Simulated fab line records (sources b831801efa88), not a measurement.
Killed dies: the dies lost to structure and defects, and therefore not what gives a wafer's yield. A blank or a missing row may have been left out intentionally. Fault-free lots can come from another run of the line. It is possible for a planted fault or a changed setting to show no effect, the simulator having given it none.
fab line records	flow sky130
record: lots: 5	wafers: 15	last-day: 52
route steps=708 shown LOCAL_INTERCONNECT@394 CONTACT@406 PAD_OPEN@708
lots untouched by any fault: they come from a run of this same line in which no faults occurred
start-h: hours from the record's opening day to when the first of the lot's shown wafers began	wait-h: time in hours since the lot's previous step	" repeats the value in the row above	L1.1+2: a single row standing in for several wafers	- no value, or no start given	* or withheld: withheld	< > ~ a bound
route shown NAME@n: names a module that has steps shown in the file, with the first one's number in the route	usual: average and standard deviation across the fault-free wafers	same: alike in all rows	chamber/n: place in a boat	sites: the reading at each site	_std_site: the values' standard deviation	_edge_site: outer sites' mean less inner sites'	radius-mm: how far each site lies from the wafer's centre	mask NAME#n: copy n	behind: the most recent tool/chamber to have shaped the wafer	hold: why the lot was held/for how many hours/how that ended	device: which transistor (n, p or np) failed to switch	end of line: the tests these same wafers got at the end of their route	a step without rows: its recipe alone	killed: count of dies lost to structure and defects at first sort (not the wafer's yield)	map: a wafer's dies, marking killed ones x, the rest . and places with no die _
set.NAME: setting as actually run; set.NAME@STEP: the setting as run at that earlier step	model.NAME: the simulator's own value behind a step, which no gauge read
certain route steps with their lots: each step a table, each wafer a row
services: the hour from which a tool's chamber was out of use, counted from the record's first day as start-h (under 0 if before that day), plus the number of hours and why
== steps ==
step: SKY_LOCAL_INTERCONNECT_SOFTBAKE_07
recipe: temp-c: 100	time-s: 90	resist: KrF-thick
step: SKY_LOCAL_INTERCONNECT_EXPOSE_08
recipe: mask-id: LI1M	na: 0.8	source-shape: annular	sigma-inner: 0.55	sigma-outer: 0.85	target-cd-nm: 170	dose-mj: 28
step: SKY_LOCAL_INTERCONNECT_PEB_09
recipe: peb-temp-c: withheld	peb-time-s: withheld	resist: KrF-thick
step: SKY_LOCAL_INTERCONNECT_DEVELOP_10
recipe: develop-time-s: 60	resist: KrF-thick	dev-temp-c: 21
step: SKY_LOCAL_INTERCONNECT_CD_MEAS_11
recipe: target-cd-nm: 170
usual: cd-nm: 169.6/1.6
lot.wafer	tool	chamber	start-h	wait-h	cd-nm
L424.2	cd-sem-01	-	743.44	-	170.7
L424.4	"	-	"	"	169.2
L424.6	"	-	"	"	168.2
L436.1	cd-sem-01	-	777.17	-	172.2
L436.3	"	-	"	"	173.3
L436.5	"	-	"	"	172.0
L441.1	cd-sem-02	-	918.77	-	170.9
L441.2	"	-	"	"	172.2
L441.6	"	-	"	"	169.9
L445.1	cd-sem-01	-	922.60	-	170.8
L445.2	"	-	"	"	170.0
L445.3	"	-	"	"	169.8
L446.3	cd-sem-01	-	925.19	-	166.9
L446.5	"	-	"	"	168.3
L446.6	"	-	"	"	169.9
step: SKY_LOCAL_INTERCONNECT_OVL_MEAS_12
usual: LOCAL_INTERCONNECT_OVL: 0/5.7
lot.wafer	tool	chamber	start-h	wait-h	LOCAL_INTERCONNECT_OVL[nm]
L424.2	overlay-02	-	743.55	0.1	-3
L424.4	"	-	"	"	-5
L424.6	"	-	"	"	8
L436.1	overlay-01	-	777.29	0.1	-8
L436.3	"	-	"	"	-1
L436.5	"	-	"	"	-2
L441.1	overlay-01	-	918.89	0.1	-4
L441.2	"	-	"	"	3
L441.6	"	-	"	"	-6
L445.1	overlay-02	-	922.72	0.1	-5
L445.2	"	-	"	"	-3
L445.3	"	-	"	"	-7
L446.3	overlay-01	-	925.28	0.1	17
L446.5	"	-	"	"	17
L446.6	"	-	"	"	7
step: SKY_LOCAL_INTERCONNECT_ETCH_13
recipe: chemistry: N2/H2	target: BARC	ion-energy-ev: 200	bias-w: 100	pressure-mtorr: 30	n2-flow-sccm: 100	h2-flow-sccm: 200	icp-w: 500	stop-on: SiO2	time-s: 45.9	target-depth-a: 600
usual: chamber-pressure-mTorr: 29.998/0.025	drypump-motor-current-A: 5.5/0.36	he-backside-leak-sccm: 3.28/0.19	oes-product-au: 0.855/0.005	throttle-valve-pct: 13.225/0.0093
lot.wafer	tool	chamber	start-h	wait-h	chamber-pressure-mTorr	drypump-motor-current-A	he-backside-leak-sccm	oes-product-au	rf-hours-counter-h	throttle-valve-pct
L424.2	rie-metal-04	1	743.58	0.0	29.986	5.7	3.19	0.858	11	13.243
L424.4	"	1	"	"	30.037	5.7	3.24	0.855	-	13.215
L424.6	"	1	"	"	29.960	5.7	3.28	0.859	-	13.225
L436.1	rie-metal-04	0	777.32	0.0	30.002	5.9	3.23	0.859	2	13.222
L436.3	"	0	"	"	30.000	5.9	3.27	0.848	-	13.212
L436.5	"	0	"	"	29.970	5.9	3.35	0.848	-	13.220
L441.1	rie-metal-01	0	918.92	0.0	30.007	5.1	2.94	0.854	1	13.211
L441.2	"	1	"	"	30.030	5.2	3.63	0.860	11	13.226
L441.6	"	1	"	"	30.021	5.2	3.38	0.848	-	13.224
L445.1	rie-metal-04	0	922.75	0.0	29.983	5.9	3.33	0.855	9	13.217
L445.2	"	0	"	"	29.977	5.9	3.23	0.859	-	13.223
L445.3	"	0	"	"	29.955	5.9	3.29	0.859	-	13.220
L446.3	rie-metal-04	0	925.34	0.1	30.004	5.9	3.27	0.853	-	13.245
L446.5	"	0	"	"	30.024	5.9	3.38	0.856	-	13.228
L446.6	"	0	"	"	29.992	5.9	3.40	0.852	-	13.231
step: SKY_LOCAL_INTERCONNECT_METAL_ETCH_14
recipe: target-depth-nm: 110	stop-on: PSG	chemistry: Cl2/BCl3	target: TiN	resist-sidewall-deg: 88	pressure-mtorr: 10	icp-w: 900	bias-w: 48.5	Cl2_flow_sccm: 60	bcl3-flow-sccm: 30	time-s: 31.4
step: SKY_LOCAL_INTERCONNECT_STRIP_15
recipe: chemistry: O2/N2	power-w: 1400	pressure-mtorr: 1500	platen-temp-c: withheld	o2-flow-sccm: 3000	n2-flow-sccm: 300	overash-fraction: 0.5
usual: chamber-pressure-mTorr: 1500.1/1.4	drypump-motor-current-A: 5.69/0.21	oes-product-au: 0.428/0.0051	strip-time-to-endpoint-s: 4.73/0.035
lot.wafer	tool	chamber	start-h	wait-h	chamber-pressure-mTorr	drypump-motor-current-A	oes-product-au	rf-hours-counter-h	strip-time-to-endpoint-s
L424.2	plasma-asher-04	0	743.69	0.0	1497.7	5.80	0.428	61	4.70
L424.4	"	0	"	"	1501.7	5.81	0.419	-	4.71
L424.6	"	1	"	"	1500.4	5.81	0.426	-	4.73
L436.1	plasma-asher-04	0	777.44	0.0	1499.6	5.81	0.425	65	4.79
L436.3	"	0	"	"	1500.6	5.79	0.431	-	4.78
L436.5	"	0	"	"	1502.3	5.81	0.429	-	4.78
L441.1	plasma-asher-02	0	919.04	0.0	1499.2	5.78	0.433	19	4.71
L441.2	"	1	"	"	1497.8	5.81	0.428	19	4.70
L441.6	"	0	"	"	1501.2	5.77	0.427	-	4.69
L445.1	plasma-asher-02	0	922.98	0.1	1501.1	5.78	0.432	19	4.75
L445.2	"	1	"	"	1499.5	5.77	0.432	19	4.78
L445.3	"	1	"	"	1501.5	5.79	0.431	-	4.76
L446.3	plasma-asher-04	1	925.56	0.1	1498.2	5.78	0.437	-	4.79
L446.5	"	1	"	"	1499.4	5.78	0.434	-	4.78
L446.6	"	0	"	"	1497.5	5.78	0.432	-	4.76
step: SKY_LOCAL_INTERCONNECT_STRIP_16
recipe: chemistry: post-etch-residue-remover	time-s: 1200	temp-c: 72.5
step: SKY_LOCAL_INTERCONNECT_CLEAN_17
recipe: chemistry: IPA	time-s: 180	temp-c: 25
step: SKY_LOCAL_INTERCONNECT_CLEAN_18
recipe: chemistry: O3/DIW	dry: n2-spin
step: SKY_CONTACT_CVD_00
recipe: material: Si3N4	target-thk-nm: 75	temp-c: 400	time-s: withheld	rf-w: 450
usual: heater-power-w: 686/76
lot.wafer	tool	chamber	start-h	wait-h	heater-power-w	model.Si3N4_of_CONTACT_CVD_00.thk-nm
L424.2	pecvd-03	0	744.35	0.0	614	76.7
L424.4	"	0	"	"	617	77.8
L424.6	"	2	"	"	756	78.65
L436.1	pecvd-04	2	778.06	0.0	827	73.18
L436.3	"	1	"	"	675	74.83
L436.5	"	0	"	"	675	76.53
L441.1	pecvd-04	2	919.68	0.0	770	74.45
L441.2	"	0	"	"	632	89.55
L441.6	"	0	"	"	639	90.62
L445.1	pecvd-01	1	923.61	0.0	634	75.91
L445.2	"	0	"	"	621	75.13
L445.3	"	2	"	"	565	74.81
L446.3	pecvd-03	1	926.13	0.0	625	75.69
L446.5	"	2	"	"	761	77.68
L446.6	"	1	"	"	623	77.55
step: SKY_CONTACT_THK_MEAS_01
recipe: reads: Si3N4_of_CONTACT_CVD_00
usual: CONTACT_CVD_00_THK: 75.8/1.3
lot.wafer	tool	chamber	start-h	wait-h	CONTACT_CVD_00_THK[nm]
L424.2	film-metro-01	-	744.40	-	76.7
L424.4	"	-	"	"	77.8
L424.6	"	-	"	"	78.7
L436.1	film-metro-01	-	778.09	-	73.2
L436.3	"	-	"	"	74.8
L436.5	"	-	"	"	76.5
L441.1	film-metro-01	-	919.71	-	74.4
L441.2	"	-	"	"	89.5
L441.6	"	-	"	"	90.7
L445.1	film-metro-04	-	923.64	-	75.9
L445.2	"	-	"	"	75.2
L445.3	"	-	"	"	74.8
L446.3	film-metro-04	-	926.18	-	75.7
L446.5	"	-	"	"	77.7
L446.6	"	-	"	"	77.6
step: SKY_CONTACT_HDPCVD_02
recipe: material: SiO2	target-thk-nm: 565	sigma-open-frac: 0.3	time-s: 94.2	temp-c: 600	sih4-flow-sccm: 60	pressure-mtorr: 6
step: SKY_CONTACT_THK_MEAS_03
recipe: reads: SiO2_of_CONTACT_HDPCVD_02
usual: CONTACT_HDPCVD_THK: 564/5.6
lot.wafer	tool	chamber	start-h	wait-h	CONTACT_HDPCVD_THK[nm]
L424.2	film-metro-02	-	744.52	0.0	561
L424.4	"	-	"	"	558
L424.6	"	-	"	"	560
L436.1	film-metro-01	-	778.22	0.0	558
L436.3	"	-	"	"	572
L436.5	"	-	"	"	568
L441.1	film-metro-02	-	919.84	0.0	570
L441.2	"	-	"	"	579
L441.6	"	-	"	"	570
L445.1	film-metro-02	-	923.77	0.0	562
L445.2	"	-	"	"	569
L445.3	"	-	"	"	571
L446.3	film-metro-04	-	926.31	0.1	565
L446.5	"	-	"	"	563
L446.6	"	-	"	"	566
step: SKY_CONTACT_CMP_04
recipe: material: SiO2	down-force-psi: 4	platen-rpm: 60	pad-velocity-m-s: 0.94248
usual: head-pressure-psi: 4.000/0.0096	motor-current-A: 12.4/1	platen-rpm: 60.00/0.042
lot.wafer	tool	chamber	start-h	wait-h	head-pressure-psi	motor-current-A	platen-rpm
L424.2	cmp-01	0	744.57	0.0	3.989	13.3	60.03
L424.4	"	3	"	"	4.018	12.1	60.00
L424.6	"	0	"	"	3.999	13.3	60.00
L436.1	cmp-01	0	778.28	0.1	4.001	12.7	59.98
L436.3	"	2	"	"	3.974	14.2	60.03
L436.5	"	0	"	"	4.000	12.6	59.97
L441.1	cmp-02	0	919.95	0.1	4.002	10.5	60.00
L441.2	"	1	"	"	4.004	12.5	59.95
L441.6	"	3	"	"	3.993	12.5	59.94
L445.2	cmp-02	1	923.83	0.0	4.004	12.5	60.03
L445.1	"	3	"	"	4.001	12.6	60.00
L445.3	"	0	"	"	4.019	11.5	60.00
L446.3	cmp-01	0	926.50	0.2	4.004	13.1	60.07
L446.5	"	1	"	"	3.986	11.1	59.91
L446.6	"	2	"	"	3.994	14.3	59.93
step: SKY_CONTACT_BOW_MEAS_05
recipe: mode: bow
usual: CONTACT_BOW: 83/7.2
lot.wafer	tool	chamber	start-h	wait-h	CONTACT_BOW[um]
L424.2	film-metro-02	-	744.89	0.3	75
L424.4	"	-	"	"	71
L424.6	"	-	"	"	85
L436.1	film-metro-04	-	778.58	0.2	72
L436.3	"	-	"	"	72
L436.5	"	-	"	"	73
L441.1	film-metro-01	-	920.20	0.2	88
L441.2	"	-	"	"	95
L441.6	"	-	"	"	79
L445.1	film-metro-01	-	924.16	0.2	68
L445.2	"	-	"	"	76
L445.3	"	-	"	"	83
L446.3	film-metro-01	-	926.69	0.1	90
L446.5	"	-	"	"	89
L446.6	"	-	"	"	87
step: SKY_CONTACT_DEHYDRATE_06
recipe: temp-c: 200	time-s: 60
step: SKY_CONTACT_HMDS_07
recipe: prime-time-s: 60	prime-temp-c: 120
step: SKY_CONTACT_COAT_08
recipe: resist: BARC	temp-c: withheld	time-s: withheld	spin-rpm: 3000	resist-thk-nm: 60
step: SKY_CONTACT_COAT_09
recipe: resist: KrF-thick	spin-rpm: 3000	resist-thk-nm: 450
step: SKY_CONTACT_SOFTBAKE_10
recipe: temp-c: 100	time-s: 90	resist: KrF-thick
step: SKY_CONTACT_EXPOSE_11
recipe: mask-id: CTM1	na: 0.8	source-shape: annular	sigma-inner: 0.55	sigma-outer: 0.85	target-cd-nm: 170	dose-mj: 38
step: SKY_CONTACT_PEB_12
recipe: peb-temp-c: withheld	peb-time-s: withheld	resist: KrF-thick
step: SKY_CONTACT_DEVELOP_13
recipe: develop-time-s: 60	resist: KrF-thick	dev-temp-c: 21
step: SKY_CONTACT_CD_MEAS_14
recipe: target-cd-nm: 170
usual: cd-nm: 170.1/1.7
lot.wafer	tool	chamber	start-h	wait-h	cd-nm
L424.2	cd-sem-01	-	772.99	-	171.5
L424.4	"	-	"	"	171.4
L424.6	"	-	"	"	170.9
L436.1	cd-sem-01	-	805.59	-	171.8
L436.3	"	-	"	"	171.5
L436.5	"	-	"	"	172.4
L441.1	cd-sem-01	-	945.80	-	170.1
L441.2	"	-	"	"	169.5
L441.6	"	-	"	"	170.2
L445.1	cd-sem-02	-	949.75	-	170.2
L445.2	"	-	"	"	172.3
L445.3	"	-	"	"	171.5
L446.3	cd-sem-01	-	952.29	-	169.6
L446.5	"	-	"	"	168.2
L446.6	"	-	"	"	168.8
step: SKY_CONTACT_OVL_MEAS_15
usual: CONTACT_OVL: 2/5.6
lot.wafer	tool	chamber	start-h	wait-h	CONTACT_OVL[nm]
L424.2	overlay-02	-	773.10	0.1	0
L424.4	"	-	"	"	-2
L424.6	"	-	"	"	-6
L436.1	overlay-02	-	805.71	0.1	6
L436.3	"	-	"	"	-2
L436.5	"	-	"	"	6
L441.1	overlay-01	-	945.92	0.1	2
L441.2	"	-	"	"	-1
L441.6	"	-	"	"	10
L445.1	overlay-01	-	949.87	0.1	13
L445.2	"	-	"	"	7
L445.3	"	-	"	"	8
L446.3	overlay-01	-	952.38	0.1	7
L446.5	"	-	"	"	2
L446.6	"	-	"	"	4
step: SKY_CONTACT_ETCH_16
recipe: chemistry: N2/H2	target: BARC	ion-energy-ev: 200	source-w: 500	bias-w: 100	pressure-mtorr: 30	n2-flow-sccm: 100	h2-flow-sccm: 200	stop-on: SiO2	time-s: 45.9	target-depth-a: 600
step: SKY_CONTACT_ETCH_17
recipe: target: SiO2	chemistry: C4F8/O2/Ar	stop-on: Si3N4	mask-material: KrF-thick	source-w: 1500	bias-w: 1200	pressure-mtorr: 40	c4f8-flow-sccm: withheld	O2_flow_sccm: 6	Ar_flow_sccm: 300	time-s: withheld	target-depth-a: 3400
usual: chamber-pressure-mTorr: 40.00/0.038	oes-product-au: 0.892/0.0051
lot.wafer	tool	chamber	start-h	wait-h	chamber-pressure-mTorr	oes-product-au
L424.2	rie-diel-03	3	773.17	0.0	39.97	0.893
L424.4	"	1	"	"	39.99	0.887
L424.6	"	1	"	"	39.95	0.898
L436.1	rie-diel-03	1	805.79	0.0	40.01	0.899
L436.3	"	3	"	"	40.01	0.896
L436.5	"	3	"	"	40.04	0.896
L441.1	rie-diel-01	0	945.99	0.0	40.08	0.899
L441.2	"	1	"	"	39.96	0.896
L441.6	"	0	"	"	39.98	0.884
L445.1	rie-diel-04	1	949.94	0.0	39.99	0.884
L445.2	"	2	"	"	40.04	0.895
L445.3	"	0	"	"	40.02	0.897
L446.3	rie-diel-04	0	952.44	0.0	40.00	0.890
L446.5	"	3	"	"	40.02	0.889
L446.6	"	0	"	"	40.05	0.890
step: SKY_CONTACT_ETCH_18
recipe: target: Si3N4	chemistry: CHF3/O2	stop-on: TiN	source-w: 600	bias-w: 200	pressure-mtorr: 40	chf3-flow-sccm: 50	O2_flow_sccm: 5	time-s: 39	target-depth-a: 750
usual: O2_flow_sccm: 5.001/0.014	chamber-pressure-mTorr: 40.00/0.039	drypump-motor-current-A: 5.7/0.57	oes-product-au: 0.859/0.0094	throttle-valve-pct: 8.794/0.0093
lot.wafer	tool	chamber	start-h	wait-h	O2_flow_sccm	chamber-pressure-mTorr	drypump-motor-current-A	oes-product-au	rf-hours-counter-h	throttle-valve-pct	model.etch.depth-nm
L424.2	rie-diel-03	3	-	-	4.984	40.02	6.3	0.864	19	8.787	76.7
L424.4	"	1	"	"	5.004	39.95	6.4	0.880	10	8.788	77.8
L424.6	"	1	"	"	5.010	40.04	6.4	0.882	-	8.796	78.65
L436.1	rie-diel-03	1	-	-	5.007	39.98	6.5	0.845	11	8.800	73.18
L436.3	"	3	"	"	5.007	40.01	6.3	0.851	21	8.795	74.83
L436.5	"	3	"	"	5.001	40.04	6.3	0.861	-	8.785	76.53
L441.1	rie-diel-01	0	-	-	5.012	39.98	5.2	0.853	15	8.789	74.45
L441.2	"	1	"	"	5.016	40.03	5.8	0.946	26	8.814	89.55
L441.6	"	0	"	"	5.005	40.02	5.2	0.944	-	8.826	90.62
L445.1	rie-diel-04	1	-	-	4.990	40.01	6.7	0.863	11	8.785	75.91
L445.2	"	2	"	"	5.002	40.02	6.5	0.856	3	8.790	75.13
L445.3	"	0	"	"	4.985	40.02	5.6	0.851	1	8.797	74.81
L446.3	rie-diel-04	0	-	-	5.011	39.99	5.6	0.855	1	8.794	75.69
L446.5	"	3	"	"	5.007	40.04	6.1	0.869	-	8.791	77.68
L446.6	"	0	"	"	5.016	40.04	5.6	0.877	-	8.789	77.55
step: SKY_CONTACT_STRIP_19
recipe: chemistry: O2/N2	power-w: 1400	pressure-mtorr: 1500	platen-temp-c: withheld	o2-flow-sccm: 3000	n2-flow-sccm: 300	overash-fraction: 0.5
usual: chamber-pressure-mTorr: 1499.9/1.3	drypump-motor-current-A: 5.81/0.06	oes-product-au: 0.382/0.0047	strip-time-to-endpoint-s: 3.63/0.045
lot.wafer	tool	chamber	start-h	wait-h	chamber-pressure-mTorr	drypump-motor-current-A	oes-product-au	rf-hours-counter-h	strip-time-to-endpoint-s
L424.2	plasma-asher-02	0	773.26	-	1499.7	5.81	0.384	3	3.72
L424.4	"	0	"	"	1500.2	5.79	0.382	-	3.62
L424.6	"	1	"	"	1501.8	5.78	0.387	-	3.63
L436.1	plasma-asher-01	1	805.88	-	1499.3	5.74	0.382	38	3.64
L436.3	"	0	"	"	1498.6	5.91	0.383	-	3.67
L436.5	"	1	"	"	1500.0	5.75	0.387	-	3.70
L441.1	plasma-asher-01	1	946.08	-	1499.8	5.79	0.389	53	3.62
L441.2	"	0	"	"	1499.3	5.93	0.382	53	3.58
L441.6	"	0	"	"	1498.7	5.93	0.378	-	3.60
L445.1	plasma-asher-04	0	950.03	-	1501.3	5.79	0.378	81	3.56
L445.2	"	1	"	"	1499.5	5.75	0.382	81	3.57
L445.3	"	0	"	"	1500.5	5.79	0.385	-	3.69
L446.3	plasma-asher-04	0	952.57	-	1497.9	5.79	0.375	-	3.69
L446.5	"	1	"	"	1499.6	5.76	0.387	-	3.68
L446.6	"	0	"	"	1498.9	5.80	0.380	-	3.67
step: SKY_PAD_OPEN_PROBE_99
usual: killed_at_M0_to_M3: 45/6.3	killed_at_M4_up: 2.8/1.6	killed-at-contacts: 24/5.1	killed-at-front-end: 14/4.4	killed-at-other: 0.4/0.73	killed-dies: 86/9	killed-open: 47/7.8	killed-short: 39/6.6
same: gross-dies: 492	killed-at-back-side: 0
lot.wafer	tool	chamber	start-h	wait-h	killed_at_M0_to_M3	killed_at_M4_up	killed-at-contacts	killed-at-front-end	killed-at-other	killed-dies	killed-open	killed-short
L424.2	prober-01	-	1117.99	0.1	41	1	26	7	1	76	44	32
L424.4	prober-01	-	1118.09	0.2	34	2	32	11	0	79	45	34
L424.6	prober-01	-	1118.19	0.2	45	2	31	15	1	94	48	46
L436.1	prober-01	-	1147.54	0.1	43	3	24	20	2	92	53	39
L436.3	prober-01	-	1147.64	0.2	51	3	18	24	1	97	43	54
L436.5	prober-01	-	1147.74	0.2	41	2	21	11	0	75	38	37
L441.1	prober-02	-	1239.39	0.1	32	2	15	17	1	67	30	36
L441.2	prober-02	-	1239.44	0.1	55	0	23	16	1	95	52	43
L441.6	prober-02	-	1239.64	0.2	55	3	22	15	1	96	48	47
L445.1	prober-01	-	1241.43	0.1	47	2	25	13	1	88	47	40
L445.2	prober-01	-	1241.48	0.1	41	2	31	13	0	87	53	34
L445.3	prober-01	-	1241.53	0.2	38	8	18	15	0	79	40	39
L446.3	prober-01	-	1244.26	0.2	40	1	31	16	1	89	45	43
L446.5	prober-01	-	1244.36	0.2	51	1	37	17	0	106	56	49
L446.6	prober-01	-	1244.41	0.2	44	5	16	20	1	86	37	49
killed by level:class
L424.2 VIA1:geometric-particle:open=13 LI_CONTACT:geometric-particle:open=8 CONTACT:geometric-particle:open=8 VIA3:geometric-particle:short=5 VIA2:geometric-particle:short=4 VIA2:geometric-particle:open=4 METAL3:geometric-particle:short=3 LOCAL_INTERCONNECT:geometric-particle:short=3
L424.4 CONTACT:geometric-particle:open=12 LI_CONTACT:geometric-particle:open=9 FIELD_ISO:geometric-particle:open=6 LOCAL_INTERCONNECT:geometric-particle:short=5 METAL1:geometric-particle:short=5 VIA1:geometric-particle:open=5 VIA2:geometric-particle:open=5 VIA3:geometric-particle:open=4
L424.6 CONTACT:geometric-particle:open=12 VIA1:geometric-particle:open=9 CONTACT:geometric-particle:short=7 METAL2:geometric-particle:short=7 POLY_GATE:geometric-particle:open=6 LI_CONTACT:geometric-particle:open=6 METAL1:geometric-particle:short=6 FIELD_ISO:geometric-particle:short=5
L436.1 VIA1:geometric-particle:open=9 POLY_GATE:geometric-particle:open=7 LI_CONTACT:geometric-particle:open=7 CONTACT:geometric-particle:open=7 VIA2:geometric-particle:open=7 LOCAL_INTERCONNECT:geometric-particle:short=5 VIA1:geometric-particle:short=5 METAL1:geometric-particle:short=5
L436.3 METAL1:geometric-particle:short=10 VIA2:geometric-particle:open=9 FIELD_ISO:geometric-particle:short=8 VIA1:geometric-particle:open=6 FIELD_ISO:geometric-particle:open=5 VIA1:geometric-particle:short=5 LI_CONTACT:geometric-particle:open=5 VIA3:geometric-particle:short=5
L436.5 VIA1:geometric-particle:open=11 CONTACT:geometric-particle:open=7 LOCAL_INTERCONNECT:geometric-particle:short=6 VIA2:geometric-particle:short=5 VIA2:geometric-particle:open=5 VIA3:geometric-particle:open=5 FIELD_ISO:geometric-particle:short=4 CONTACT:geometric-particle:short=4
L441.1 FIELD_ISO:geometric-particle:short=6 CONTACT:geometric-particle:open=6 METAL3:geometric-particle:short=6 VIA2:geometric-particle:open=6 METAL2:geometric-particle:short=5 LI_CONTACT:geometric-particle:open=4 VIA3:geometric-particle:open=4 FIELD_ISO:geometric-particle:open=3
L441.2 VIA1:geometric-particle:open=14 VIA2:geometric-particle:open=10 VIA1:geometric-particle:short=8 FIELD_ISO:geometric-particle:open=7 VIA3:geometric-particle:open=7 LI_CONTACT:geometric-particle:open=6 METAL1:geometric-particle:short=6 LOCAL_INTERCONNECT:geometric-particle:short=5
L441.6 VIA3:geometric-particle:open=10 METAL2:geometric-particle:short=8 VIA2:geometric-particle:open=8 FIELD_ISO:geometric-particle:open=6 LI_CONTACT:geometric-particle:open=6 CONTACT:geometric-particle:open=6 VIA1:geometric-particle:short=6 METAL3:geometric-particle:short=5
L445.1 VIA2:geometric-particle:open=11 CONTACT:geometric-particle:open=10 CONTACT:geometric-particle:short=8 FIELD_ISO:geometric-particle:open=6 METAL2:geometric-particle:short=6 VIA1:geometric-particle:short=5 VIA3:geometric-particle:open=5 POLY_GATE:geometric-particle:short=4
L445.2 CONTACT:geometric-particle:open=13 VIA2:geometric-particle:open=9 LI_CONTACT:geometric-particle:open=7 VIA3:geometric-particle:open=7 CONTACT:geometric-particle:short=6 VIA1:geometric-particle:open=6 FIELD_ISO:geometric-particle:short=4 LI_CONTACT:geometric-particle:short=4
L445.3 VIA1:geometric-particle:open=9 VIA2:geometric-particle:open=7 CONTACT:geometric-particle:open=7 METAL2:geometric-particle:short=7 METAL4:geometric-particle:short=7 FIELD_ISO:geometric-particle:open=6 METAL1:geometric-particle:short=5 LOCAL_INTERCONNECT:geometric-particle:short=4
L446.3 CONTACT:geometric-particle:open=12 VIA1:geometric-particle:open=8 CONTACT:geometric-particle:short=7 VIA3:geometric-particle:short=6 POLY_GATE:geometric-particle:short=5 METAL2:geometric-particle:short=5 VIA3:geometric-particle:open=5 FIELD_ISO:geometric-particle:short=4
L446.5 LI_CONTACT:geometric-particle:open=11 CONTACT:geometric-particle:short=11 CONTACT:geometric-particle:open=10 VIA1:geometric-particle:open=10 METAL2:geometric-particle:short=10 VIA2:geometric-particle:open=7 VIA3:geometric-particle:open=6 FIELD_ISO:geometric-particle:open=4
L446.6 CONTACT:geometric-particle:open=9 METAL2:geometric-particle:short=7 VIA2:geometric-particle:short=7 VIA2:geometric-particle:open=7 METAL1:geometric-particle:short=6 FIELD_ISO:geometric-particle:short=5 FIELD_ISO:geometric-particle:open=4 POLY_GATE:geometric-particle:short=4
== services ==
tool	chamber	start-h	hours	kind
plasma-asher-01	-	719.65	2.8	pm
plasma-asher-02	-	733.75	9.0	pm
rie-metal-04	-	739.63	1.2	repair
cmp-02	-	744.10	4.0	pm
cmp-01	-	755.46	5.4	pm
plasma-asher-02	-	775.79	2.8	pm
plasma-asher-04	-	780.83	14.6	pm
rie-diel-04	-	790.00	60.6	repair
rie-diel-04	2	791.94	9.3	repair
pecvd-04	0	797.18	4.5	repair
rie-diel-01	3	799.99	11.3	repair
cmp-01	-	812.68	3.9	repair
pecvd-04	1	836.71	2.7	repair
plasma-asher-02	-	839.52	1.4	repair
rie-metal-04	0	860.98	3.8	repair
cmp-01	-	862.59	4.8	pm
rie-diel-01	-	865.96	28.1	pm
pecvd-03	1	867.07	11.2	repair
cmp-02	-	891.02	7.2	pm
cmp-02	-	898.27	6.8	pm
cmp-01	-	912.03	4.0	pm
rie-diel-01	3	913.95	52.3	repair
rie-diel-01	2	918.30	4.0	repair
plasma-asher-02	-	949.69	3.4	repair
== key ==
first-sign: step: SKY_CONTACT_THK_MEAS_01	reading: CONTACT_CVD_00_THK	direction: up	sigmas: 11	usual: 75.8	struck: 90.1
effect: step: SKY_CONTACT_ETCH_18	reading: oes-product-au	direction: up	sigmas: 9.1	usual: 0.859	struck: 0.945
model-effect: step: SKY_CONTACT_CVD_00	value: Si3N4_of_CONTACT_CVD_00.thk-nm	without: 75.6	struck: 90.09
model-effect: step: SKY_CONTACT_ETCH_18	value: etch.depth-nm	without: 75.6	struck: 90.09
met-at SKY_CONTACT_CVD_00
struck-wafers L441.2,L441.6
tester-left-out L441
onset-between 778.06 919.68
fault: kind: process-parameter-drift	tool: pecvd-04	chamber: 0	onset-h: 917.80	steps: SKY_CONTACT_CVD_00	channel: target-thk-nm	offset: 14.484	shape: step	end-h: 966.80	acts-in: these-recipes-only	stated: 75
tester-left-out: of these lots the tester's yield and bins aren't shown, on N5 and GAA mostly nor the transistor test; their killed dies are dies lost to structure and defects alone, not to doping, threshold or leakage, so they don't give the yield
